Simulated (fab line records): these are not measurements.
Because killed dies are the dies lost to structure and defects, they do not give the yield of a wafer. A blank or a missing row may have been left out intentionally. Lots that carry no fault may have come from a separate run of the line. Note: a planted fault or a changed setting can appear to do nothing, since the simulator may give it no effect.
Which tool did it? | flow sky130 | 14 lots with 42 wafers sampled at 2 steps, on a route of 708 steps

WHAT THE GAUGES READ, wafer by wafer
SKY_CAPM_THK_MEAS_01.
lot  | measured     | on            | CAPM_CVD_00_THK (nm)
L172 | day 36 05:59 | film metro-02 | 15.50 15.54 15.72
L174 | day 37 04:37 | film metro-01 | 15.47 15.94 15.60
L175 | day 37 08:36 | film metro-01 | 15.60 15.17 15.52
L177 | day 38 04:24 | film metro-01 | 15.32 14.89 15.66
L178 | day 38 10:28 | film metro-02 | 15.26 15.63 15.40
L179 | day 38 11:29 | film metro-02 | 15.28 15.04 15.25
L180 | day 38 20:06 | film metro-04 | 15.69 16.03 16.28
L182 | day 39 07:36 | film metro-01 | 15.43 15.41 15.35
L183 | day 39 16:51 | film metro-04 | 15.48 15.72 15.84
L188 | day 41 16:18 | film metro-01 | 15.56 15.34 15.52
L192 | day 42 09:26 | film metro-04 | 15.25 15.97 15.52
L193 | day 42 16:47 | film metro-01 | 15.22 15.59 15.74
L194 | day 42 20:40 | film metro-01 | 15.08 15.76 15.50
L195 | day 43 05:37 | film metro-01 | 15.10 15.32 15.65

WHAT TOOL EACH LOT RAN ON (gives the tool, then ch and the chambers of the sampled wafers, and finally the start)
lot  | SKY_METAL3_SPUTTER_01
L172 | pvd sputter-01, day 36 05:50
L174 | pvd sputter-04, day 37 04:28
L175 | pvd sputter-01, day 37 08:26
L177 | pvd sputter-03, day 38 04:14
L178 | pvd sputter-03, day 38 10:19
L179 | pvd sputter-03, day 38 11:19
L180 | pvd sputter-04, day 38 19:56
L182 | pvd sputter-03, day 39 07:27
L183 | pvd sputter-03, day 39 16:41
L188 | pvd sputter-01, day 41 16:08
L192 | pvd sputter-03, day 42 09:16
L193 | pvd sputter-04, day 42 16:38
L194 | pvd sputter-03, day 42 20:29
L195 | pvd sputter-04, day 43 05:27
- SKY_METAL3_SPUTTER_01: material TiN, target thk 20 nm, time 16.7 s.

AS READ BY THE TOOLS THEMSELVES (means over the sampled wafers that have a number; for cases with no such wafer, the mark the record gives instead)
SKY_METAL3_SPUTTER_01.
lot  | tool           | throttle valve pct (%)
L172 | pvd sputter-01 | 30.5
L174 | pvd sputter-04 | 31.2
L175 | pvd sputter-01 | 30.2
L177 | pvd sputter-03 | 30.5
L178 | pvd sputter-03 | 30.8
L179 | pvd sputter-03 | 30.5
L180 | pvd sputter-04 | 31.3
L182 | pvd sputter-03 | 30.6
L183 | pvd sputter-03 | 30.5
L188 | pvd sputter-01 | 30.5
L192 | pvd sputter-03 | 30.6
L193 | pvd sputter-04 | 30.1
L194 | pvd sputter-03 | 30.8
L195 | pvd sputter-04 | 30.6

THE ANSWER, worked out from the rows above alone
Rule: the usual values come from the lots themselves. Put in order of their means at a reading, lots are off if they are a third of the lots or fewer, leave a main group of 4 or more, and stand apart from it by a gap of 3 or more times the standard deviation of the main group's means; of several such gaps the widest counts. A main group is skipped when, at the precision printed for the reading in the tables above, its means are all equal. Also off: a lot with no number at a reading for which 4 or more lots have one. Any other lot the step has rows for is counted as sound. The gauges are gone through in route order, then the tools' own readings, and for those a lot's mean is taken as printed above. The first step at which some lot is off is used, and at that step the reading that is off furthest; a lot without a number counts as furthest.
Nothing can be told from this: no lot is off at any reading shown.

WHAT THE SIMULATOR PUT IN
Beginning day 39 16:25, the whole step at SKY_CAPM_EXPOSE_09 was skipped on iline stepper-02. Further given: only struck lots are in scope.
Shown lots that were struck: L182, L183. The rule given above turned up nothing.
